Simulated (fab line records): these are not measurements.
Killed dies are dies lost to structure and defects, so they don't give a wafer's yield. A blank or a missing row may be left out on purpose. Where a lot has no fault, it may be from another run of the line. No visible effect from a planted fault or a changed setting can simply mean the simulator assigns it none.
Split-lot trial	flow gf180mcu	23 wafers read from 5 lots, route of 602 steps

## ABOUT THE SPLIT
At GF_PASSIVATION_STRIP_12 (strips in O2/N2), the setting pressureMtorr was moved away from the recipe's 1500 mTorr on 20 of the 23 wafers read, by -9.7% to +13.8%. This setting was run at the recipe's value on the other wafers.

The split's own step is where the reading is taken.

## THE READING
oesProductAu, in a.u., at GF_PASSIVATION_STRIP_12 (strips in O2/N2). Fault-free wafers of this fab line usually give 0.720 a.u., standard deviation 0.0043 a.u.

wafer	tool, chamber at the split	pressureMtorr as run, mTorr	against the recipe	oesProductAu, a.u.	against lot-mates on the recipe
L075.2	plasmaAsher-02, 1	1354	-9.7%	0.703	no lot-mate on the recipe
L075.3	plasmaAsher-02, 0	1354	-9.7%	0.704	no lot-mate on the recipe
L075.4	plasmaAsher-02, 1	1354	-9.7%	0.706	no lot-mate on the recipe
L075.5	plasmaAsher-02, 1	1354	-9.7%	0.700	no lot-mate on the recipe
L075.6	plasmaAsher-02, 0	1354	-9.7%	0.708	no lot-mate on the recipe
L077.1	plasmaAsher-01, 0	1611	+7.4%	0.738	no lot-mate on the recipe
L077.2	plasmaAsher-01, 1	1611	+7.4%	0.737	no lot-mate on the recipe
L077.4	plasmaAsher-01, 0	1611	+7.4%	0.730	no lot-mate on the recipe
L077.5	plasmaAsher-01, 0	1611	+7.4%	0.731	no lot-mate on the recipe
L077.6	plasmaAsher-01, 1	1611	+7.4%	0.724	no lot-mate on the recipe
L080.2	plasmaAsher-02, 1	1500	recipe	0.716	-
L080.3	plasmaAsher-02, 1	1500	recipe	0.723	-
L080.6	plasmaAsher-02, 0	1500	recipe	0.726	-
L084.1	plasmaAsher-01, 0	1707	+13.8%	0.732	no lot-mate on the recipe
L084.2	plasmaAsher-01, 1	1707	+13.8%	0.731	no lot-mate on the recipe
L084.3	plasmaAsher-01, 0	1707	+13.8%	0.727	no lot-mate on the recipe
L084.5	plasmaAsher-01, 0	1707	+13.8%	0.738	no lot-mate on the recipe
L084.6	plasmaAsher-01, 1	1707	+13.8%	0.733	no lot-mate on the recipe
L085.1	plasmaAsher-01, 1	1560	+4.0%	0.731	no lot-mate on the recipe
L085.2	plasmaAsher-01, 0	1560	+4.0%	0.726	no lot-mate on the recipe
L085.3	plasmaAsher-01, 0	1560	+4.0%	0.724	no lot-mate on the recipe
L085.4	plasmaAsher-01, 1	1560	+4.0%	0.720	no lot-mate on the recipe
L085.5	plasmaAsher-01, 1	1560	+4.0%	0.735	no lot-mate on the recipe

THE FIT
A straight line over all 23 wafers: oesProductAu changes by +0.00126 a.u. for each +1% of pressureMtorr; r = +0.88; the points scatter about the line by 0.0057 a.u.
Too few moved wafers have a lot-mate on the recipe to fit a line with each lot's own level taken away.
Tool readings at the split's step, against how far the setting was moved: oesProductAu r = +0.88; stripTimeToEndpointS r = -0.95.

## THE WHOLE CHAIN: every reading that the file lists as answering this split, in the file's order
step	what it does	reading	change (the file's fit)	r (the file's)
GF_PASSIVATION_STRIP_12	strips in O2/N2	oesProductAu	+0.00126 a.u. for each +1% of the setting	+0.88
GF_PASSIVATION_STRIP_12	strips in O2/N2	stripTimeToEndpointS	withheld for each +1% of the setting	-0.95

## THE FILE'S OWN FIT
oesProductAu changes by +0.00126 a.u. for each +1% of pressureMtorr, r = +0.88.
